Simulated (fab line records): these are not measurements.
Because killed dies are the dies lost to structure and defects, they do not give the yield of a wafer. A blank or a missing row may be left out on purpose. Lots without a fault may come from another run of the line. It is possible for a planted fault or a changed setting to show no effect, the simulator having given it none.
Chamber matching + flow sky130 + SKY_VIA1_ETCH_14 on rie_diel-04 has 4 sister chambers
The step etches BARC in N2/H2, stops on SiO2, time 45.9 s, target depth 60 nm. 4 wafers are shown with their chamber, then 7 later ones without.

WAFERS WITH THEIR CHAMBER
| wafer  | chamber | drypump_motor_current_A (A) |
|--------|---------|-----------------------------|
| L090.1 | 2       | 5.3                         |
| L090.6 | 3       | 6.3                         |
| L092.1 | 1       | 5.7                         |
| L092.2 | 0       | 6.5                         |

WAFERS WITHOUT THEIR CHAMBER
| wafer  | drypump_motor_current_A (A) |
|--------|-----------------------------|
| L092.6 | 6.3                         |
| L093.1 | 6.2                         |
| L093.2 | 5.7                         |
| L093.4 | 5.2                         |
| L096.2 | 6.5                         |
| L096.3 | 5.2                         |
| L096.4 | 5.2                         |

WHICH CHAMBER EACH WENT THROUGH
| wafer  | from the rows above | in truth |
|--------|---------------------|----------|
| L092.6 | 3                   | 3        |
| L093.1 | 3                   | 3        |
| L093.2 | 1                   | 1        |
| L093.4 | 2                   | 2        |
| L096.2 | 0                   | 0        |
| L096.3 | 2                   | 2        |
| L096.4 | 2                   | 2        |
Placed correctly: 7 of 7. Number that these rows cannot place: 0. Placed wrongly: 0.
How it was worked out, from the rows above alone: a wafer's distance from a chamber is the root of the sum, over the readings, of the square of ((its reading less the chamber's mean) divided by the reading's scatter). The wafer belongs to the nearest chamber; if the next one is less than 2 further off, it can't be placed. The mean given for a chamber averages the wafers shown for that chamber. The scatter: root of mean squared gap, hidden wafer to nearest shown wafer, with one shown wafer a chamber.
